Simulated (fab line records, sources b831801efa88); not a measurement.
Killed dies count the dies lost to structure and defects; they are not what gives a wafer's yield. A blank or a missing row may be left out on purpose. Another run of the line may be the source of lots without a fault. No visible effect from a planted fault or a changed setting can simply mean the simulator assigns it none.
Matching of chambers || flow gf180mcu || 4 sister chambers for GF_V2_CMP_04 on cmp-01
The step polishes SiO2. 42 wafers are shown with their chamber, then 12 later ones without.

== WAFERS, EACH WITH ITS CHAMBER ==
{"wafer": "L074.1", "chamber": 1, "motor-current-A (A)": 12.4, "time-to-endpoint-s (s)": 76}
{"wafer": "L074.3", "chamber": 2, "motor-current-A (A)": 10.0, "time-to-endpoint-s (s)": 80}
{"wafer": "L074.4", "chamber": 0, "motor-current-A (A)": 10.5, "time-to-endpoint-s (s)": 90}
{"wafer": "L075.1", "chamber": 3, "motor-current-A (A)": 12.1, "time-to-endpoint-s (s)": 74}
{"wafer": "L075.5", "chamber": 1, "motor-current-A (A)": 12.8, "time-to-endpoint-s (s)": 77}
{"wafer": "L075.6", "chamber": 2, "motor-current-A (A)": 10.4, "time-to-endpoint-s (s)": 76}
{"wafer": "L076.1", "chamber": 2, "motor-current-A (A)": 10.1, "time-to-endpoint-s (s)": 85}
{"wafer": "L076.4", "chamber": 1, "motor-current-A (A)": 12.3, "time-to-endpoint-s (s)": 79}
{"wafer": "L076.6", "chamber": 1, "motor-current-A (A)": 12.4, "time-to-endpoint-s (s)": 87}
{"wafer": "L077.1", "chamber": 1, "motor-current-A (A)": 12.9, "time-to-endpoint-s (s)": 84}
{"wafer": "L077.5", "chamber": 1, "motor-current-A (A)": 12.2, "time-to-endpoint-s (s)": 83}
{"wafer": "L077.6", "chamber": 2, "motor-current-A (A)": 10.9, "time-to-endpoint-s (s)": 90}
{"wafer": "L078.1", "chamber": 1, "motor-current-A (A)": 12.5, "time-to-endpoint-s (s)": 76}
{"wafer": "L078.4", "chamber": 2, "motor-current-A (A)": 10.5, "time-to-endpoint-s (s)": 86}
{"wafer": "L078.5", "chamber": 2, "motor-current-A (A)": 10.3, "time-to-endpoint-s (s)": 83}
{"wafer": "L080.1", "chamber": 0, "motor-current-A (A)": 10.7, "time-to-endpoint-s (s)": 99}
{"wafer": "L080.4", "chamber": 2, "motor-current-A (A)": 9.9, "time-to-endpoint-s (s)": 95}
{"wafer": "L080.5", "chamber": 1, "motor-current-A (A)": 12.9, "time-to-endpoint-s (s)": 98}
{"wafer": "L082.4", "chamber": 2, "motor-current-A (A)": 10.5, "time-to-endpoint-s (s)": 89}
{"wafer": "L082.5", "chamber": 2, "motor-current-A (A)": 10.3, "time-to-endpoint-s (s)": 89}
{"wafer": "L082.6", "chamber": 3, "motor-current-A (A)": 12.2, "time-to-endpoint-s (s)": 86}
{"wafer": "L083.1", "chamber": 2, "motor-current-A (A)": 11.2, "time-to-endpoint-s (s)": 92}
{"wafer": "L083.5", "chamber": 2, "motor-current-A (A)": 10.2, "time-to-endpoint-s (s)": 100}
{"wafer": "L083.6", "chamber": 1, "motor-current-A (A)": 12.6, "time-to-endpoint-s (s)": 92}
{"wafer": "L085.2", "chamber": 0, "motor-current-A (A)": 10.9, "time-to-endpoint-s (s)": 100}
{"wafer": "L085.4", "chamber": 3, "motor-current-A (A)": 12.5, "time-to-endpoint-s (s)": 93}
{"wafer": "L085.6", "chamber": 0, "motor-current-A (A)": 10.4, "time-to-endpoint-s (s)": 102}
{"wafer": "L087.1", "chamber": 3, "motor-current-A (A)": 11.8, "time-to-endpoint-s (s)": 92}
{"wafer": "L087.3", "chamber": 2, "motor-current-A (A)": 10.2, "time-to-endpoint-s (s)": 96}
{"wafer": "L087.6", "chamber": 0, "motor-current-A (A)": 10.4, "time-to-endpoint-s (s)": 107}
{"wafer": "L088.1", "chamber": 0, "motor-current-A (A)": 10.4, "time-to-endpoint-s (s)": 84}
{"wafer": "L088.2", "chamber": 1, "motor-current-A (A)": 12.9, "time-to-endpoint-s (s)": 78}
{"wafer": "L088.6", "chamber": 2, "motor-current-A (A)": 9.7, "time-to-endpoint-s (s)": 89}
{"wafer": "L090.1", "chamber": 3, "motor-current-A (A)": 12.1, "time-to-endpoint-s (s)": 84}
{"wafer": "L090.4", "chamber": 2, "motor-current-A (A)": 10.6, "time-to-endpoint-s (s)": 89}
{"wafer": "L090.6", "chamber": 0, "motor-current-A (A)": 10.6, "time-to-endpoint-s (s)": 94}
{"wafer": "L091.1", "chamber": 0, "motor-current-A (A)": 10.4, "time-to-endpoint-s (s)": 82}
{"wafer": "L091.2", "chamber": 2, "motor-current-A (A)": 9.9, "time-to-endpoint-s (s)": 83}
{"wafer": "L091.3", "chamber": 1, "motor-current-A (A)": 12.4, "time-to-endpoint-s (s)": 74}
{"wafer": "L092.1", "chamber": 2, "motor-current-A (A)": 10.5, "time-to-endpoint-s (s)": 77}
{"wafer": "L092.5", "chamber": 1, "motor-current-A (A)": 12.2, "time-to-endpoint-s (s)": 81}
{"wafer": "L092.6", "chamber": 0, "motor-current-A (A)": 10.2, "time-to-endpoint-s (s)": 95}

SIGNATURES, as means of the wafers listed above
{"reading": "motor-current-A", "chamber 0": 10.500, "chamber 1": 12.542, "chamber 2": 10.325, "chamber 3": 12.140, "scatter within a chamber": 0.308}
{"reading": "time-to-endpoint-s", "chamber 0": 94.78, "chamber 1": 82.08, "chamber 2": 87.44, "chamber 3": 85.80, "scatter within a chamber": 7.3}
Rule: a wafer lies at a distance from a chamber equal to the root of the sum of squares, over the readings, of (its reading less the chamber's mean, divided by the reading's scatter). If the next closest chamber is less than 2 further off than the closest, the wafer can't be placed; otherwise it belongs to the closest. How the scatter is found: for the shown wafers, subtract from each reading the mean of its chamber, square and add these, divide the total by (wafers less chambers), then take the root.

== WAFERS MISSING THEIR CHAMBER ==
{"wafer": "L093.2", "motor-current-A (A)": 10.6, "time-to-endpoint-s (s)": 87}
{"wafer": "L093.4", "motor-current-A (A)": 12.3, "time-to-endpoint-s (s)": 89}
{"wafer": "L093.5", "motor-current-A (A)": 10.2, "time-to-endpoint-s (s)": 96}
{"wafer": "L095.1", "motor-current-A (A)": 12.1, "time-to-endpoint-s (s)": 87}
{"wafer": "L095.4", "motor-current-A (A)": 11.0, "time-to-endpoint-s (s)": 93}
{"wafer": "L095.5", "motor-current-A (A)": 10.6, "time-to-endpoint-s (s)": 99}
{"wafer": "L096.1", "motor-current-A (A)": 12.7, "time-to-endpoint-s (s)": 83}
{"wafer": "L096.4", "motor-current-A (A)": 10.9, "time-to-endpoint-s (s)": 96}
{"wafer": "L096.5", "motor-current-A (A)": 10.2, "time-to-endpoint-s (s)": 96}
{"wafer": "L097.1", "motor-current-A (A)": 11.9, "time-to-endpoint-s (s)": 85}
{"wafer": "L097.2", "motor-current-A (A)": 10.1, "time-to-endpoint-s (s)": 96}
{"wafer": "L097.5", "motor-current-A (A)": 12.5, "time-to-endpoint-s (s)": 82}

== THE CHAMBER EACH PASSED THROUGH ==
{"wafer": "L093.2", "from the rows above": "can't be placed: 2 or 0", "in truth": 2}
{"wafer": "L093.4", "from the rows above": "can't be placed: 3 or 1", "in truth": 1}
{"wafer": "L093.5", "from the rows above": "can't be placed: 0 or 2", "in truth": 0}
{"wafer": "L095.1", "from the rows above": "can't be placed: 3 or 1", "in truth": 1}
{"wafer": "L095.4", "from the rows above": "can't be placed: 0 or 2", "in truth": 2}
{"wafer": "L095.5", "from the rows above": "can't be placed: 0 or 2", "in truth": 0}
{"wafer": "L096.1", "from the rows above": "can't be placed: 1 or 3", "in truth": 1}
{"wafer": "L096.4", "from the rows above": "can't be placed: 0 or 2", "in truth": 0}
{"wafer": "L096.5", "from the rows above": "can't be placed: 0 or 2", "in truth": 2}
{"wafer": "L097.1", "from the rows above": "can't be placed: 3 or 1", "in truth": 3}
{"wafer": "L097.2", "from the rows above": "can't be placed: 0 or 2", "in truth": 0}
{"wafer": "L097.5", "from the rows above": "can't be placed: 1 or 3", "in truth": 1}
0 of 12 placed correctly. From these rows, 12 cannot be placed; in 12 the true chamber is one of the candidates. Placed wrongly: 0.
